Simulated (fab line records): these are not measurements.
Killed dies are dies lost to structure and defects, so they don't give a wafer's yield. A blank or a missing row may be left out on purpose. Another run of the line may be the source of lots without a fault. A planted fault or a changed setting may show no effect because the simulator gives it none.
Tool commonality check	flow gf180mcu	Lots sampled 14, wafers sampled 42

== THE REASON FOR OPENING IT ==
At GF_HV_LDD_TW_MEAS_23 the reading HV_LDD_2_TW is flagged on 2 of 14 lots. Fault-free wafers read 1056, with a standard deviation of 12.
Rule: a lot is flagged when every wafer of it that has a number lies more than 4 standard deviations from that mean, or none has a number. All remaining lots are regarded as sound.

lot	measured	on	HV_LDD_2_TW, wafer by wafer	flag
L288	day 10 17:26	film-metro-02	1034 1034 1031	
L289	day 11 01:04	film-metro-01	1056 1054 1057	
L290	day 11 12:44	film-metro-04	1067 1074 1069	
L296	day 13 08:50	film-metro-04	1155 1155 1154	FLAGGED
L297	day 13 14:59	film-metro-04	1164 1154 1163	FLAGGED
L300	day 14 10:31	film-metro-02	1053 1045 1050	
L303	day 15 15:07	film-metro-02	1042 1040 1049	
L304	day 15 18:44	film-metro-04	1069 1072 1070	
L305	day 16 03:41	film-metro-02	1040 1041 1042	
L306	day 16 19:15	film-metro-01	1059 1055 1062	
L307	day 17 00:09	film-metro-04	1070 1071 1061	
L309	day 17 14:10	film-metro-02	1046 1045 1045	
L310	day 17 16:54	film-metro-02	1035 1041 1032	
L311	day 18 05:06	film-metro-02	1040 1038 1040	
The mean of the flagged lots' numbers is 1158, +102 from the usual (+8 standard deviations).

== LOT BY LOT: THE TOOL USED ==
The record holds 2 process steps before the reading, out of a route of 602 steps. Every cell lists first the tool, next ch and the chambers used by the sampled wafers, and last the start.
lot	flag	GF_HV_LDD_IMPLANT_21	GF_HV_LDD_STRIP_22
L288		implanter-03 ch 0, day 10 17:12	plasma-asher-04 ch 0,1, day 10 17:19
L289		implanter-03 ch 0, day 11 00:49	plasma-asher-02 ch 0,1, day 11 00:58
L290		implanter-02 ch 0, day 11 12:30	plasma-asher-03 ch 0, day 11 12:37
L296	FLAGGED	implanter-02 ch 0, day 13 08:26	plasma-asher-04 ch 0,1, day 13 08:33
L297	FLAGGED	implanter-02 ch 0, day 13 14:46	plasma-asher-02 ch 0,1, day 13 14:55
L300		implanter-03 ch 0, day 14 10:16	plasma-asher-03 ch 0,1, day 14 10:25
L303		implanter-04 ch 0, day 15 14:52	plasma-asher-03 ch 0,1, day 15 15:01
L304		implanter-04 ch 0, day 15 18:31	plasma-asher-04 ch 0,1, day 15 18:40
L305		implanter-03 ch 0, day 16 03:26	plasma-asher-02 ch 0,1, day 16 03:35
L306		implanter-03 ch 0, day 16 19:00	plasma-asher-02 ch 0,1, day 16 19:09
L307		implanter-04 ch 0, day 16 23:54	plasma-asher-02 ch 0,1, day 17 00:03
L309		implanter-04 ch 0, day 17 13:56	plasma-asher-02 ch 0,1, day 17 14:03
L310		implanter-03 ch 0, day 17 16:39	plasma-asher-04 ch 0,1, day 17 16:48
L311		implanter-03 ch 0, day 18 04:51	plasma-asher-03 ch 0,1, day 18 05:00
What these steps do:
- GF_HV_LDD_IMPLANT_21
- GF_HV_LDD_STRIP_22: strips in O2/N2.
- GF_HV_LDD_TW_MEAS_23

== FLAGGED AGAINST TOTAL, ONE TOOL AT A TIME (gauges that did the reading follow at the end) ==
step	tool	lots run	flagged	share of the flagged lots	sound lots run after its first flagged lot
GF_HV_LDD_IMPLANT_21	implanter-02	3	2	all	0
GF_HV_LDD_IMPLANT_21	implanter-03	7	0	none	-
GF_HV_LDD_IMPLANT_21	implanter-04	4	0	none	-
GF_HV_LDD_STRIP_22	plasma-asher-02	6	1	some	4 (L305,L306,L307,L309)
GF_HV_LDD_STRIP_22	plasma-asher-03	4	0	none	-
GF_HV_LDD_STRIP_22	plasma-asher-04	4	1	some	2 (L304,L310)
GF_HV_LDD_TW_MEAS_23	film-metro-01	2	0	none	-
GF_HV_LDD_TW_MEAS_23	film-metro-02	7	0	none	-
GF_HV_LDD_TW_MEAS_23	film-metro-04	5	2	all	2 (L304,L307)

== WHAT THE TABLE ALLOWS ==
In 2 table rows, all flagged lots were run: implanter-02 (GF_HV_LDD_IMPLANT_21), film-metro-04 (GF_HV_LDD_TW_MEAS_23).
- implanter-02 at GF_HV_LDD_IMPLANT_21: 2 of its 3 lots flagged. A fault beginning between L290 (day 11 12:30), its last sound lot, and L296 (day 13 08:26), its first flagged one, fits the data. Its own readings (beam-energy-keV) fall more than 4 standard deviations out on all wafers of the flagged lots.
- film-metro-04 at GF_HV_LDD_TW_MEAS_23: 2 of its 5 lots flagged. After the first flagged lot (L304, L307), sound lots still ran on it; a lasting fault on the whole tool would not permit that.
Left over: one tool, implanter-02 at GF_HV_LDD_IMPLANT_21.

== WHAT WAS PUT IN BY THE SIMULATOR ==
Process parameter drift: implanter-02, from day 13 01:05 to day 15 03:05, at GF_HV_LDD_IMPLANT_21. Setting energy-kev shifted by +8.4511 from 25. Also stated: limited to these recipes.
Struck lots among those shown: L296, L297. The rule given above showed the same thing.
